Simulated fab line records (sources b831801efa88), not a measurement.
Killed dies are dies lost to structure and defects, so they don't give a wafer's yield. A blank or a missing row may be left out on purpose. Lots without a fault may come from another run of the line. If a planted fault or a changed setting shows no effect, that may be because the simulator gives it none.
Which tool was responsible? / flow gf180mcu / Sampling: 12 lots, 36 wafers, 4 of 602 route steps

WHAT THE GAUGES READ, wafer by wafer
GF_M5_CD_MEAS_07: target cd 280 nm. Usual: 280.5 nm for cd-nm, sd 1.1.
lot=L780; measured=day 26 08:02; on=cd-sem-01; cd-nm (nm)=281.2 282.1 280.9; flag=
lot=L781; measured=day 26 20:13; on=cd-sem-01; cd-nm (nm)=280.5 281.2 279.5; flag=
lot=L782; measured=day 26 20:52; on=cd-sem-01; cd-nm (nm)=279.4 279.6 281.1; flag=
lot=L784; measured=day 27 15:12; on=cd-sem-01; cd-nm (nm)=280.2 280.2 280.0; flag=
lot=L785; measured=day 27 22:17; on=cd-sem-02; cd-nm (nm)=280.9 281.5 281.1; flag=
lot=L787; measured=day 28 15:11; on=cd-sem-01; cd-nm (nm)=279.4 279.4 279.9; flag=
lot=L789; measured=day 29 08:57; on=cd-sem-02; cd-nm (nm)=280.7 281.3 281.0; flag=
lot=L791; measured=day 29 17:52; on=cd-sem-01; cd-nm (nm)=281.2 280.2 281.8; flag=
lot=L793; measured=day 30 05:36; on=cd-sem-01; cd-nm (nm)=281.9 281.1 280.7; flag=
lot=L797; measured=day 31 09:18; on=cd-sem-02; cd-nm (nm)=271.1 270.6 270.8; flag=OFF
lot=L798; measured=day 32 00:49; on=cd-sem-02; cd-nm (nm)=272.0 271.2 271.4; flag=OFF
lot=L800; measured=day 32 05:31; on=cd-sem-02; cd-nm (nm)=270.2 271.2 269.9; flag=OFF

GF_M5_OVL_MEAS_08. Usual: M5_OVL -2 nm, standard deviation 7.7.
lot=L780; measured=day 26 08:09; on=overlay-02; M5_OVL (nm)=-1 0 3; flag=
lot=L781; measured=day 26 20:20; on=overlay-01; M5_OVL (nm)=11 -2 1; flag=
lot=L782; measured=day 26 20:59; on=overlay-02; M5_OVL (nm)=-8 -9 -9; flag=
lot=L784; measured=day 27 15:19; on=overlay-01; M5_OVL (nm)=-7 -14 -7; flag=
lot=L785; measured=day 27 22:23; on=overlay-02; M5_OVL (nm)=-9 -3 -2; flag=
lot=L787; measured=day 28 15:18; on=overlay-02; M5_OVL (nm)=-4 -9 -11; flag=
lot=L789; measured=day 29 09:03; on=overlay-01; M5_OVL (nm)=-1 7 5; flag=
lot=L791; measured=day 29 17:56; on=overlay-02; M5_OVL (nm)=6 4 -1; flag=
lot=L793; measured=day 30 05:43; on=overlay-02; M5_OVL (nm)=-7 -11 -7; flag=
lot=L797; measured=day 31 09:25; on=overlay-02; M5_OVL (nm)=5 8 6; flag=
lot=L798; measured=day 32 00:56; on=overlay-02; M5_OVL (nm)=3 0 7; flag=
lot=L800; measured=day 32 05:35; on=overlay-01; M5_OVL (nm)=-3 -1 2; flag=

EACH LOT AND THE TOOL THAT RAN IT (in order: tool; ch and the chambers of the sampled wafers; start)
lot=L780; GF_MIM_SPUTTER_07=pvd-sputter-02, day 24 14:13; GF_M5_PEB_05=litho-track-02 ch 0, day 26 07:41
lot=L781; GF_MIM_SPUTTER_07=pvd-sputter-03, day 25 01:28; GF_M5_PEB_05=litho-track-03 ch 0, day 26 19:52
lot=L782; GF_MIM_SPUTTER_07=pvd-sputter-03, day 25 01:54; GF_M5_PEB_05=litho-track-03 ch 0, day 26 20:31
lot=L784; GF_MIM_SPUTTER_07=pvd-sputter-01, day 25 22:11; GF_M5_PEB_05=litho-track-02 ch 0, day 27 14:52
lot=L785; GF_MIM_SPUTTER_07=pvd-sputter-01, day 26 04:41; GF_M5_PEB_05=litho-track-03 ch 0, day 27 21:56
lot=L787; GF_MIM_SPUTTER_07=pvd-sputter-02, day 26 22:31; GF_M5_PEB_05=litho-track-04 ch 0, day 28 14:50
lot=L789; GF_MIM_SPUTTER_07=pvd-sputter-01, day 27 18:07; GF_M5_PEB_05=litho-track-04 ch 0, day 29 08:37
lot=L791; GF_MIM_SPUTTER_07=pvd-sputter-01, day 28 03:03; GF_M5_PEB_05=litho-track-03 ch 0, day 29 17:33
lot=L793; GF_MIM_SPUTTER_07=pvd-sputter-02, day 28 14:59; GF_M5_PEB_05=litho-track-03 ch 0, day 30 05:15
lot=L797; GF_MIM_SPUTTER_07=pvd-sputter-03, day 29 20:23; GF_M5_PEB_05=litho-track-03 ch 0, day 31 08:57
lot=L798; GF_MIM_SPUTTER_07=pvd-sputter-01, day 30 13:37; GF_M5_PEB_05=litho-track-03 ch 0, day 32 00:29
lot=L800; GF_MIM_SPUTTER_07=pvd-sputter-01, day 30 18:20; GF_M5_PEB_05=litho-track-03 ch 0, day 32 05:12
- GF_MIM_SPUTTER_07: material TiN, target thk 60 nm, time 50 s.
- GF_M5_PEB_05: peb time 90 s.

WHAT THE TOOLS THEMSELVES READ (means of the sampled wafers that have a number; where no wafer has one, the mark that the record gives instead)
GF_MIM_SPUTTER_07. Usual: 30.0 % for throttle-valve-pct, sd 1.5.
lot=L780; tool=pvd-sputter-02; throttle-valve-pct (%)=29.4; flag=
lot=L781; tool=pvd-sputter-03; throttle-valve-pct (%)=32.5; flag=
lot=L782; tool=pvd-sputter-03; throttle-valve-pct (%)=29.0; flag=
lot=L784; tool=pvd-sputter-01; throttle-valve-pct (%)=29.7; flag=
lot=L785; tool=pvd-sputter-01; throttle-valve-pct (%)=29.8; flag=
lot=L787; tool=pvd-sputter-02; throttle-valve-pct (%)=30.6; flag=
lot=L789; tool=pvd-sputter-01; throttle-valve-pct (%)=30.0; flag=
lot=L791; tool=pvd-sputter-01; throttle-valve-pct (%)=29.5; flag=
lot=L793; tool=pvd-sputter-02; throttle-valve-pct (%)=30.8; flag=
lot=L797; tool=pvd-sputter-03; throttle-valve-pct (%)=31.6; flag=
lot=L798; tool=pvd-sputter-01; throttle-valve-pct (%)=29.8; flag=
lot=L800; tool=pvd-sputter-01; throttle-valve-pct (%)=28.8; flag=

GF_M5_PEB_05. Usual: heater-power-total-W 85.69 W, standard deviation 0.086; plate-temp-C 134.99 C, standard deviation 0.14.
lot=L780; tool=litho-track-02; heater-power-total-W (W)=85.63; plate-temp-C (C)=134.97; flag=
lot=L781; tool=litho-track-03; heater-power-total-W (W)=85.65; plate-temp-C (C)=135.02; flag=
lot=L782; tool=litho-track-03; heater-power-total-W (W)=85.78; plate-temp-C (C)=134.98; flag=
lot=L784; tool=litho-track-02; heater-power-total-W (W)=85.70; plate-temp-C (C)=134.85; flag=
lot=L785; tool=litho-track-03; heater-power-total-W (W)=85.71; plate-temp-C (C)=134.91; flag=
lot=L787; tool=litho-track-04; heater-power-total-W (W)=85.79; plate-temp-C (C)=134.94; flag=
lot=L789; tool=litho-track-04; heater-power-total-W (W)=85.67; plate-temp-C (C)=134.82; flag=
lot=L791; tool=litho-track-03; heater-power-total-W (W)=85.71; plate-temp-C (C)=135.11; flag=
lot=L793; tool=litho-track-03; heater-power-total-W (W)=85.74; plate-temp-C (C)=134.87; flag=
lot=L797; tool=litho-track-03; heater-power-total-W (W)=90.38; plate-temp-C (C)=140.75; flag=OFF
lot=L798; tool=litho-track-03; heater-power-total-W (W)=90.43; plate-temp-C (C)=140.70; flag=OFF
lot=L800; tool=litho-track-03; heater-power-total-W (W)=90.43; plate-temp-C (C)=140.60; flag=OFF

THE ANSWER, worked out from the rows above alone
Rule: take the mean of a lot's wafers that have a number; if it is more than 3 standard deviations from the usual mean, the lot is off. Also off: a lot with no number at a reading for which 4 or more lots have one. The other lots that the step has rows for count as sound. The gauges are gone through in route order, then the tools' own readings, and for those a lot's mean is taken as printed above. The first step at which some lot is off is used, and at that step the reading that is off furthest; a lot without a number counts as furthest.
Off: L797, L798, L800, at GF_M5_CD_MEAS_07 (cd-nm).
If a tool, at a process step before that reading, ran all the lots that are off and no sound lot after the first of them, it fits. Not tried: the gauges at GF_M5_CD_MEAS_07; whatever is off there is also off at GF_M5_PEB_05, on other tools, and gauge error can't account for it. One fits: litho-track-03 at GF_M5_PEB_05. A fault onset in the window from L793 (day 30 05:15, its last sound lot) to L797 (day 31 08:57, its first lot off) fits.
The tool's own readings at GF_M5_PEB_05 bear it out: on the lots that are off they differ by more than 5 times the standard deviation of the sound lots' means. heater-power-total-W reads 90.41 W there against 85.71 W on the sound lots; plate-temp-C reads 140.68 C there against 134.94 C on the sound lots.

WHAT WAS PUT IN BY THE SIMULATOR
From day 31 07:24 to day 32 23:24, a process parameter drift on litho-track-03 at GF_M5_PEB_05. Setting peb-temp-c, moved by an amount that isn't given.
Struck lots among those shown: L797, L798, L800. The rule above reached the same finding.
